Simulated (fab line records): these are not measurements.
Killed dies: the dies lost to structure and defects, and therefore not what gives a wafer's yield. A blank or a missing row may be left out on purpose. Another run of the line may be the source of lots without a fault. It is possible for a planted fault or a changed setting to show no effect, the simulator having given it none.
A struck lot beside a sound one || flow sfqLine || 14 out of 325 route steps
Sound: these wafers, L815.2, L815.3, L815.4. Struck: wafers L820.3, L820.5, L820.6. The cause is given at the end.
Per side, at each step with rows, come the tool, then ch with its chambers, and then its first start. Under that, the readings that differ: sound wafers || struck wafers || difference of the means || sigmas: that difference in standard deviations of wafers without a fault.
alike: words and numbers the same on both sides, and readings whose means are apart by under 2 such deviations; not compared: readings that were withheld, readings missing a value for some wafer, numbers with overlapping values and no deviation given by the record, and bounds like >300 which may hide the same value.
Wherever a step has rows on one side only, a row that says differs or no value, or a row with sigmas, the two part there. Numbers that don't overlap but have no deviation are shown without sigmas and don't part them. Lack of a reading on every wafer of one side parts them only where that side has two or more wafers.

SFQ_TRILAYER_M4_ETCH_METAL_ETCH_096: etches Nb in Cl2/Ar, stops on SiO2, target depth 240 nm, time 120 s.
  sound on rieMetal-02 ch 0,1, day 49 11:38; struck on rieMetal-01 ch 0,1, day 51 15:17
{"reading": "drypumpMotorCurrentA (A)", "sound": "5.72 5.65 5.72", "struck": "6.13 6.30 6.11", "difference": "+0.48", "sigmas": "+2"}
  alike: chamberPressureMTorr, oesProductAu, rfFwdPowerW
  not compared: rfHoursCounterH
SFQ_TRILAYER_M4_STRIP_STRIP_097: strips in O2.
  sound on rieMetal-02 ch 0,1, day 49 11:46; struck on rieMetal-01 ch 0,1, day 51 15:34
{"reading": "drypumpMotorCurrentA (A)", "sound": "5.77 5.65 5.77", "struck": "6.13 6.33 6.09", "difference": "+0.45", "sigmas": "+2"}
  alike: chamberPressureMTorr, oesProductAu
  not compared: rfHoursCounterH
then, 1 step without rows for these wafers: SFQ_TRILAYER_M4_STRIP_SOLV_CLEAN_098 (cleans in NMP, time 600 s).
SFQ_TRILAYER_I4_DEP_PECVD_099: deposits SiO2 from SiH4/N2O, time 111.11 s, target thk 500 nm.
  sound on pecvd-03 ch 1,2, day 49 12:34; struck on pecvd-02 ch 0,1,2, day 51 16:08
{"reading": "rfFwdPowerW (W)", "sound": "182.0 181.7 181.9", "struck": "183.3 182.6 183.8", "difference": "+1.4", "sigmas": "+2"}
  alike: heaterPowerOuterW, heaterPowerW, susceptorTempC, throttleValvePct
SFQ_TRILAYER_I4_CMP_CMP_100: polishes SiO2.
  sound on cmp-02 ch 0,1,2, day 49 17:18; struck on cmp-02 ch 0,1,2, day 51 17:41
  alike: motorCurrentA, timeToEndpointS
SFQ_I4_BOW_MEAS_927:
  sound on filmMetro-03, day 49 20:19; struck on filmMetro-04, day 51 19:44
  alike: I4_BOW
SFQ_TRILAYER_I4_METRO_MEASURE_101:
  sound on filmMetro-03, day 49 20:37; struck on filmMetro-04, day 51 20:13
  alike: thkNm
then, 5 steps without rows for these wafers: SFQ_TRILAYER_I4_VIA_LITHO_COAT_108 (resist thk 62 nm); SFQ_TRILAYER_I4_VIA_LITHO_COAT_103 (resist thk 650 nm); SFQ_TRILAYER_I4_VIA_LITHO_SOFTBAKE_107; SFQ_TRILAYER_I4_VIA_LITHO_EXPOSE_104 (exposes mask I4, target cd 700 nm); SFQ_TRILAYER_I4_VIA_LITHO_PEB_106 (peb time 60 s).
-- the record jumps here: 5 days lie between the struck wafers' starts before and after --
SFQ_TRILAYER_I4_VIA_LITHO_DEVELOP_105: time 60 s.
  sound on lithoTrack-01 ch 0, day 55 01:41; struck on lithoTrack-03, day 57 00:27
  no value came back on the struck wafers for chillPlateTempC (C), exhaustPa (Pa); on the sound wafers chillPlateTempC (C) reads 23.15 23.20 23.28
{"reading": "model.KrF_of_TRILAYER_I4_VIA_LITHO_COAT_103.thkNm (nm)", "sound": "622.8 624 625", "struck": "652 651.1 651", "difference": "+27", "sigmas": ""}
SFQ_I4_OVL_MEAS_928:
  sound on overlay-02, day 55 01:50; struck on overlay-02, day 57 00:34
{"reading": "I4_OVL (nm)", "sound": "0 -5 -1", "struck": "- - -", "difference": "no value on the struck wafers", "sigmas": ""}

WHERE THEY PART
Last at SFQ_I4_OVL_MEAS_928 as far as this record goes, first at SFQ_TRILAYER_M4_ETCH_METAL_ETCH_096.

WHY: what had been put in by the simulator
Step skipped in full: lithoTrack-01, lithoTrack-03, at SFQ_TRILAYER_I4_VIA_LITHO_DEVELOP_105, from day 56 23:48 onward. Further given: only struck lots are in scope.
